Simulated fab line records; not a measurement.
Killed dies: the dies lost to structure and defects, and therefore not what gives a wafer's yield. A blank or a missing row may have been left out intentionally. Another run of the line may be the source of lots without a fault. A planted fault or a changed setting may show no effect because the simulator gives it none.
The tool behind it: which one? / flow sky130 / 18 wafers from 6 lots sampled at 2 of the route's 708 steps

## WHAT THE GAUGES SHOWED, per wafer
SKY_LI_CONTACT_THK_MEAS_01.
lot=L294; measured=day 29 12:11; on=film metro-04; LI_CONTACT_HDPCVD_THK (nm)=922 920 921
lot=L304; measured=day 32 17:12; on=film metro-02; LI_CONTACT_HDPCVD_THK (nm)=934 935 931
lot=L306; measured=day 33 10:03; on=film metro-01; LI_CONTACT_HDPCVD_THK (nm)=918 910 914
lot=L309; measured=day 34 13:51; on=film metro-01; LI_CONTACT_HDPCVD_THK (nm)=935 910 915
lot=L311; measured=day 34 22:14; on=film metro-01; LI_CONTACT_HDPCVD_THK (nm)=927 914 926
lot=L312; measured=day 36 13:25; on=film metro-04; LI_CONTACT_HDPCVD_THK (nm)=924 932 937

## WHAT TOOL EACH LOT RAN ON (gives the tool, then ch and the chambers of the sampled wafers, and finally the start)
lot=L294; SKY_LI_CONTACT_HDPCVD_00=hdpcvd-02 ch 1,2, day 29 12:04
lot=L304; SKY_LI_CONTACT_HDPCVD_00=hdpcvd-02 ch 0,1,2, day 32 17:05
lot=L306; SKY_LI_CONTACT_HDPCVD_00=hdpcvd-02 ch 1,2, day 33 09:56
lot=L309; SKY_LI_CONTACT_HDPCVD_00=hdpcvd-01 ch 0,2, day 34 13:45
lot=L311; SKY_LI_CONTACT_HDPCVD_00=hdpcvd-02 ch 0,1,2, day 34 22:07
lot=L312; SKY_LI_CONTACT_HDPCVD_00=hdpcvd-02 ch 0,1, day 36 13:17
- SKY_LI_CONTACT_HDPCVD_00: deposits PSG, target thk 930 nm, time 155 s.

## THE ANSWER, worked out from the rows above alone
Rule: the usual values come from the lots themselves. Put in order of their means at a reading, lots are off if they are a third of the lots or fewer, leave a main group of 4 or more, and stand apart from it by a gap of 3 or more times the standard deviation of the main group's means; of several such gaps the widest counts. Not used: any main group whose means are identical at the precision the tables above print for the reading. Also off: a lot with no number at a reading for which 4 or more lots have one. All remaining lots with rows at the step are treated as sound.
None of the lots is off at any reading shown; this tells nothing.

## WHAT THE SIMULATOR HAD INSERTED
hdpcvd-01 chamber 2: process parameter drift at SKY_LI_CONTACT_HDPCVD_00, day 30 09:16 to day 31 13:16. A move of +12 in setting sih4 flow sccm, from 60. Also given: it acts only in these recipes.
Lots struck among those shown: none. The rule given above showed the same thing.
